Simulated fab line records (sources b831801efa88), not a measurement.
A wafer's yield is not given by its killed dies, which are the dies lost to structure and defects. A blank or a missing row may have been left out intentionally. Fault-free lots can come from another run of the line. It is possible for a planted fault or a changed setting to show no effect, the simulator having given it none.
Lot-split experiment    flow gf180mcu    on a route of 602 steps: 5 lots, 23 wafers read

== THE SPLIT ==
At GF_V3_SPUTTER_21 (material Ti, target thk 15 nm, time 80.02 s), the setting timeS was moved away from the recipe's 80.02 s on 6 of the 23 wafers read, by -14.4% to -7.6%. For the rest of the wafers, this setting stayed at what the recipe calls for.

The reading is taken at the split's own step.

== THE READING ==
Ti_of_V3_SPUTTER_21.thkNm (the simulator's own value, which no gauge read), in nm, at GF_V3_SPUTTER_21 (material Ti, target thk 15 nm, time 80.02 s). The file does not state a usual value for it. Across the 17 wafers here that went through the recipe, the average is 15.09 nm and the standard deviation 0.17 nm.

wafer   tool, chamber at the split  timeS as run, s  against the recipe  Ti_of_V3_SPUTTER_21.thkNm, nm  against lot-mates on the recipe
L074.1  pvdSputter-04, -            80.02            recipe              15.12                          -
L074.2  pvdSputter-04, -            68.47            -14.4%              12.95                          -2.23
L074.3  pvdSputter-04, -            80.02            recipe              15.35                          -
L074.4  pvdSputter-04, -            80.02            recipe              15.07                          -
L074.6  pvdSputter-04, -            68.47            -14.4%              13.14                          -2.04
L077.1  pvdSputter-04, -            80.02            recipe              14.88                          -
L077.6  pvdSputter-04, -            80.02            recipe              14.88                          -
L077.2  pvdSputter-04, -            73.16            -8.6%               13.77                          -1.16
L077.4  pvdSputter-04, -            73.16            -8.6%               14.03                          -0.90
L077.5  pvdSputter-04, -            80.02            recipe              15.02                          -
L081.2  pvdSputter-04, -            80.02            recipe              15.36                          -
L081.4  pvdSputter-04, -            80.02            recipe              15.19                          -
L081.6  pvdSputter-04, -            80.02            recipe              15.41                          -
L082.1  pvdSputter-04, -            80.02            recipe              14.86                          -
L082.3  pvdSputter-04, -            80.02            recipe              14.89                          -
L082.4  pvdSputter-04, -            73.93            -7.6%               14.07                          -0.81
L082.5  pvdSputter-04, -            80.02            recipe              14.9                           -
L082.6  pvdSputter-04, -            73.93            -7.6%               13.57                          -1.31
L085.1  pvdSputter-03, -            80.02            recipe              15.16                          -
L085.2  pvdSputter-03, -            80.02            recipe              15.1                           -
L085.3  pvdSputter-03, -            80.02            recipe              15.08                          -
L085.4  pvdSputter-03, -            80.02            recipe              15.12                          -
L085.6  pvdSputter-03, -            80.02            recipe              15.17                          -

FIT RESULTS
A straight line over all 23 wafers: Ti_of_V3_SPUTTER_21.thkNm changes by +0.145 nm for each +1% of timeS; r = +0.97; the points scatter about the line by 0.19 nm.
The same after taking each lot's own level away (the mean of its wafers on the recipe; 23 wafers): +0.141 nm for each +1%; r = +0.98; scatter 0.13 nm.
Per that fit: largest timeS move, reading shift of 2 nm.
From 14.883 to 15.320 nm: that is the span of the lots' own levels, equal to 2.6 times the standard deviation above.
The two slopes agree, so the slope changes little with the lot-to-lot level.
Check: for one of the wafers moved furthest among these (-14.4%), held out of the fit, the line's prediction against its lot-mates is -1.94 nm. It came out at -2.23 nm against them.

== THE FILE'S OWN FIT ==
Ti_of_V3_SPUTTER_21.thkNm changes by +0.141 nm for each +1% of timeS, r = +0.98.
